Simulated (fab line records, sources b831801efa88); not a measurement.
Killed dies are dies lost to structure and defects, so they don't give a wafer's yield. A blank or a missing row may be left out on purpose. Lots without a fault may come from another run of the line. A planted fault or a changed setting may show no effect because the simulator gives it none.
A sampling plan put to the test | flow sky130 | one fab line, 17 faults that these records tell of, each judged on the records of the lots that it struck
The plan is the line's own looks: the steps of the route at which a gauge or an inspection reads the wafer and doesn't change it. A look can be judged if struck wafers have a number there and the file gives its usual mean and standard deviation on fault-free wafers. Caught: at a look after the fault's first step, the mean of the struck wafers lies 4 or more of those standard deviations (sigma) from the usual mean. On the tool: the same test on the tool's own readings at the fault's steps. Another recipe on the struck wafers, or a record that is blank for them alone, also counts as caught.

THE FAULTS, as the simulator had put them in
1. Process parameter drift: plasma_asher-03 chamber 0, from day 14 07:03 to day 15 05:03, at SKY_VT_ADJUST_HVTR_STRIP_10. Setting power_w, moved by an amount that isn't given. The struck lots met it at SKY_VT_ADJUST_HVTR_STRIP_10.
2. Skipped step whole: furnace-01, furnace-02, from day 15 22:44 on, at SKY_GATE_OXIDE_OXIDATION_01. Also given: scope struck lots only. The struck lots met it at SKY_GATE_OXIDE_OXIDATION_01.
3. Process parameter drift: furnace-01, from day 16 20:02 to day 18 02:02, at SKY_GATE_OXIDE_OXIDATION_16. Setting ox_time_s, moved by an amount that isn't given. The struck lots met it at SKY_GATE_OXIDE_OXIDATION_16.
4. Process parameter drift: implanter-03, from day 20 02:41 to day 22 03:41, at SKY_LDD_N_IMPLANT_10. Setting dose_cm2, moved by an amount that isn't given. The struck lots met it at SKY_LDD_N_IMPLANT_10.
5. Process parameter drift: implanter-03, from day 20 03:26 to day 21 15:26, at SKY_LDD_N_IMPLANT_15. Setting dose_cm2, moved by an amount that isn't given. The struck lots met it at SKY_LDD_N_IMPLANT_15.
6. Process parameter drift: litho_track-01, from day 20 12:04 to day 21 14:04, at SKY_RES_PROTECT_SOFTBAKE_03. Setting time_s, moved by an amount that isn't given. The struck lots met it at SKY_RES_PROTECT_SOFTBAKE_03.
7. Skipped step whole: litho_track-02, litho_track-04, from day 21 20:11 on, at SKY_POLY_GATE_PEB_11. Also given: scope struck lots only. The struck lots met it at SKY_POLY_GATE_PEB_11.
8. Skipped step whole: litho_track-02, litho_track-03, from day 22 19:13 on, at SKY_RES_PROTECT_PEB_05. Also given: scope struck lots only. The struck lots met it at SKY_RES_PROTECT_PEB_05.
9. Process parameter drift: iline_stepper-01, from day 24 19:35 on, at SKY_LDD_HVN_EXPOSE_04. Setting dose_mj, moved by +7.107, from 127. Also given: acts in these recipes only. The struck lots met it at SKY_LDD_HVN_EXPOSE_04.
10. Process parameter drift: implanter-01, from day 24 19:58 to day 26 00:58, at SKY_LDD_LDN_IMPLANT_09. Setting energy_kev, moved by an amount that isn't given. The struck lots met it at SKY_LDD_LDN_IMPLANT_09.
11. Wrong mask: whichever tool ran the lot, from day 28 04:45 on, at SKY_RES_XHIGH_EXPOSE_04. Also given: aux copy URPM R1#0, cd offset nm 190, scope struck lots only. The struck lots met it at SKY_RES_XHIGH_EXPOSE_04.
12. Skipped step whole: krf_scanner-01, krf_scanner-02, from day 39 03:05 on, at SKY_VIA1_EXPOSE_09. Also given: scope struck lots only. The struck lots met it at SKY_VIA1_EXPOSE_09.
13. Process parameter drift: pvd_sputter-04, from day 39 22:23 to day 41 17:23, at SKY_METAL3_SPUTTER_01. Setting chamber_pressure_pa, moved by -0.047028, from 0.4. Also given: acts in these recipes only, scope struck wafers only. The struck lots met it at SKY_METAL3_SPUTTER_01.
14. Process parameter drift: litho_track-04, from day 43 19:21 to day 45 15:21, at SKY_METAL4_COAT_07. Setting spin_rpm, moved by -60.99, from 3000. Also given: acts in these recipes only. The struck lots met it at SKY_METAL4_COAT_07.
15. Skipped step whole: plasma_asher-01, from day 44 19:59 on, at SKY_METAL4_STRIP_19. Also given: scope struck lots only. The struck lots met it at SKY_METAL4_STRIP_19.
16. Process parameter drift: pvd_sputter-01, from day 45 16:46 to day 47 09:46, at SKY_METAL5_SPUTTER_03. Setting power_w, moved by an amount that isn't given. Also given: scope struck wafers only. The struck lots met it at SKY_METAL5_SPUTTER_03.
17. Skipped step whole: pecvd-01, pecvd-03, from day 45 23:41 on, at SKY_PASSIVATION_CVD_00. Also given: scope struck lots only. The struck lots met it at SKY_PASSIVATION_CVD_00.

WHAT THE PLAN SAW
fault | on the tool itself                               | first look that catches it                   | reading, sigma | median hours from its first step to that look | hours from the fault's start to the first struck lot there | judged looks passed uncaught
1     | strip_time_to_endpoint_s -6.5 sigma              | not the one look that can be judged after it | -              | -                                             | -                                                          | 1
2     | the tool's record is blank for the struck wafers | no look after it can be judged               | -              | -                                             | -                                                          | 0
3     | under 2 sigma                                    | no look after it can be judged               | -              | -                                             | -                                                          | 0
4     | dose_ions_cm2 +59 sigma                          | no look after it can be judged               | -              | -                                             | -                                                          | 0
5     | dose_ions_cm2 +43 sigma                          | not the one look that can be judged after it | -              | -                                             | -                                                          | 1
6     | heater_power_total_W +37 sigma                   | not the one look that can be judged after it | -              | -                                             | -                                                          | 1
7     | no reading that can be judged                    | no look after it can be judged               | -              | -                                             | -                                                          | 0
8     | no reading that can be judged                    | no look after it can be judged               | -              | -                                             | -                                                          | 0
9     | exposure_dose_mJ_cm2 +50 sigma                   | not the one look that can be judged after it | -              | -                                             | -                                                          | 1
10    | beam_energy_keV -99 or beyond sigma              | no look after it can be judged               | -              | -                                             | -                                                          | 0
11    | under 2 sigma                                    | no look after it can be judged               | -              | -                                             | -                                                          | 0
12    | no reading that can be judged                    | no look after it can be judged               | -              | -                                             | -                                                          | 0
13    | chamber_pressure_pa -58 sigma                    | not the one look that can be judged after it | -              | -                                             | -                                                          | 1
14    | spin_speed_rpm -36 sigma                         | no look after it can be judged               | -              | -                                             | -                                                          | 0
15    | the tool's record is blank for the struck wafers | no look after it can be judged               | -              | -                                             | -                                                          | 0
16    | cathode_dc_power_W -99 or beyond sigma           | no look after it can be judged               | -              | -                                             | -                                                          | 0
17    | the tool's record is blank for the struck wafers | no look after it can be judged               | -              | -                                             | -                                                          | 0
A dash: the fault isn't caught, or these records don't give the number.

Caught at a look: 0 of 17. Caught on the tool: 12 of 17. By one or the other: 12 of 17.
Caught on the tool alone: faults 1, 2, 4, 5, 6, 9, 10, 13, 14, 15, 16, 17.
Caught by neither: faults 3, 7, 8, 11, 12.
